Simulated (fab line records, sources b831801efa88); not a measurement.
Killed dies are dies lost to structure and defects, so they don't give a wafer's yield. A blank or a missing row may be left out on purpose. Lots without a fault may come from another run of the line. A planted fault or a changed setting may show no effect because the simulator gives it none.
One fault seen from 2 desks | flow sky130 | each desk has only its own numbers; what lay behind them comes last

THE METROLOGY DESK
What the gauges read, lot by lot, whatever tool the lot ran on: means of the sampled wafers that have a number. A lot is out of limits, marked OUT, if its mean lies more than 4 standard deviations from the usual mean; the brackets give that distance.
Columns: A = SONOS_ONO_CVD_02_THK at SKY_SONOS_ONO_THK_MEAS_03, usual 10.53 nm; B = SONOS_ONO_CVD_04_THK at SKY_SONOS_ONO_THK_MEAS_05, usual 5.73 nm; C = cd_nm at SKY_SONOS_ONO_CD_MEAS_13, usual 409.9 nm; D = SONOS_ONO_OVL at SKY_SONOS_ONO_OVL_MEAS_14, usual -0.3 nm
lot  | first seen here | A     | B    | C     | D
L665 | day 11 10:54    | 10.70 | 5.77 | 411.9 | -0.5
L667 | day 12 02:02    | 10.83 | 5.77 | 410.3 | -1.3
L673 | day 14 04:07    | 10.52 | 5.67 | 408.2 | -0.5
L674 | day 14 14:24    | 10.67 | 5.64 | 408.6 | 0.1
L679 | day 16 23:26    | 10.42 | 5.85 | 410.5 | -0.7
L683 | day 17 23:09    | 10.35 | 5.69 | 409.2 | 0.8
This desk's finding: nothing out of limits on any of the 6 lots.

THE TOOL OWNER'S DESK: rie_diel-03
The tool's own readings at SKY_SONOS_ONO_ETCH_15 (etches the open film in CHF3/O2, target depth 19.52 nm, time 7.8 s): means of the sampled wafers that have a number, for each lot that ran on this tool. A lot is out of limits, marked OUT, if its mean lies more than 4 standard deviations from the usual mean; the brackets give that distance.
Columns: A = drypump_motor_current_A at SKY_SONOS_ONO_ETCH_15, usual 5.64 A; B = oes_product_au at SKY_SONOS_ONO_ETCH_15, usual 1.003 a.u.; C = throttle_valve_pct at SKY_SONOS_ONO_ETCH_15, usual 8.827 %
lot  | first seen here | A    | B     | C
L674 | day 15 18:23    | 5.59 | 1.006 | 8.826
L679 | day 18 05:26    | 5.62 | 0.995 | 8.815
L683 | day 19 06:46    | 5.60 | 0.998 | 8.827
This desk's finding: nothing out of limits on any of the 3 lots.

PUT TOGETHER
The metrology desk saw nothing out of limits.
The tool owner's desk saw nothing out of limits.

WHAT THE SIMULATOR HAD PUT IN
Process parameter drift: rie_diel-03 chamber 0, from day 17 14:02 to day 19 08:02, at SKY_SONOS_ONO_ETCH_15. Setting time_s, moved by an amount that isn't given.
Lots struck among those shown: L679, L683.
